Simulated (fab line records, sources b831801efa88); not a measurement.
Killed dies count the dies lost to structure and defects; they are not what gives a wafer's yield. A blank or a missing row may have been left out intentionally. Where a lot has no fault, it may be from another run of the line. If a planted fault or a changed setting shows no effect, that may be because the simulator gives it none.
Comparing a struck lot with a sound one | flow sky130 | 14 out of 708 route steps
Sound: the wafers L615.1, L615.4, L615.5. Wafers struck: L622.2, L622.4, L622.5. The cause comes at the end.
At each step with rows: each side's tool, then ch and its chambers, then its first start. Under that, the readings that differ: sound wafers | struck wafers | difference of the means | sigmas: that difference in standard deviations of wafers without a fault.
alike: same words and numbers on both sides, and readings whose means sit less than 2 such deviations apart. not compared: any withheld reading, any reading some wafer has no value for, any bound like >300 that may hide the same value, and any number with overlapping values for which the record gives no deviation.
The two part at a step that has a row with sigmas, a row that says differs or no value, or rows on one side only. Non-overlapping numbers with no deviation appear without sigmas and do not part them. A reading that every wafer of one side lacks parts them only if that side has two wafers or more.

SKY_CONTACT_THK_MEAS_01:
  struck on film_metro-04, day 33 03:22; sound on film_metro-02, day 30 13:37
  alike: CONTACT_CVD_00_THK
then, 1 step without rows for these wafers: SKY_CONTACT_HDPCVD_02 (deposits SiO2, target thk 565 nm, time 94.2 s).
SKY_CONTACT_THK_MEAS_03:
  struck on film_metro-03, day 33 03:30; sound on film_metro-03, day 30 13:45
  alike: CONTACT_HDPCVD_THK
SKY_CONTACT_CMP_04: polishes SiO2.
  sound on cmp-02 ch 1,2, day 30 13:49; struck on cmp-01 ch 1,2,3, day 33 03:36
  alike: edge_zone_pressure_frac, motor_current_A, time_to_endpoint_s
SKY_CONTACT_BOW_MEAS_05:
  struck on film_metro-03, day 33 03:52; sound on film_metro-02, day 30 14:07
  alike: CONTACT_BOW
then, 7 steps without rows for these wafers: SKY_CONTACT_DEHYDRATE_06 (time 60 s); SKY_CONTACT_HMDS_07 (prime time 60 s); SKY_CONTACT_COAT_08 (resist thk 60 nm); SKY_CONTACT_COAT_09 (resist thk 450 nm); SKY_CONTACT_SOFTBAKE_10 (time 90 s); SKY_CONTACT_EXPOSE_11 (exposes mask CTM1, target cd 170 nm); SKY_CONTACT_PEB_12.
SKY_CONTACT_DEVELOP_13: develop time 60 s.
  struck on litho_track-01, day 34 04:00; sound on litho_track-01 ch 0, day 31 17:00
  no value came back on the struck wafers for chill_plate_temp_C (C), develop_time_s (s); on the sound wafers chill_plate_temp_C (C) reads 22.88 23.07 23.03
  reading                                        | sound             | struck          | difference | sigmas
  model.KrF-thick_of_CONTACT_COAT_09.thk_nm (nm) | 436.2 436.3 436.5 | 449 449.5 449.8 | +13        |
SKY_CONTACT_CD_MEAS_14: target cd 170 nm.
  struck on cd_sem-01, day 34 05:01; sound on cd_sem-01, day 31 17:15
  reading    | sound             | struck | difference                    | sigmas
  cd_nm (nm) | 168.2 171.4 170.7 | - - -  | no value on the struck wafers |

== WHERE THEY PART ==
At SKY_CONTACT_DEVELOP_13 first; at SKY_CONTACT_CD_MEAS_14 last (within this record only).

WHY: the cause the simulator had injected
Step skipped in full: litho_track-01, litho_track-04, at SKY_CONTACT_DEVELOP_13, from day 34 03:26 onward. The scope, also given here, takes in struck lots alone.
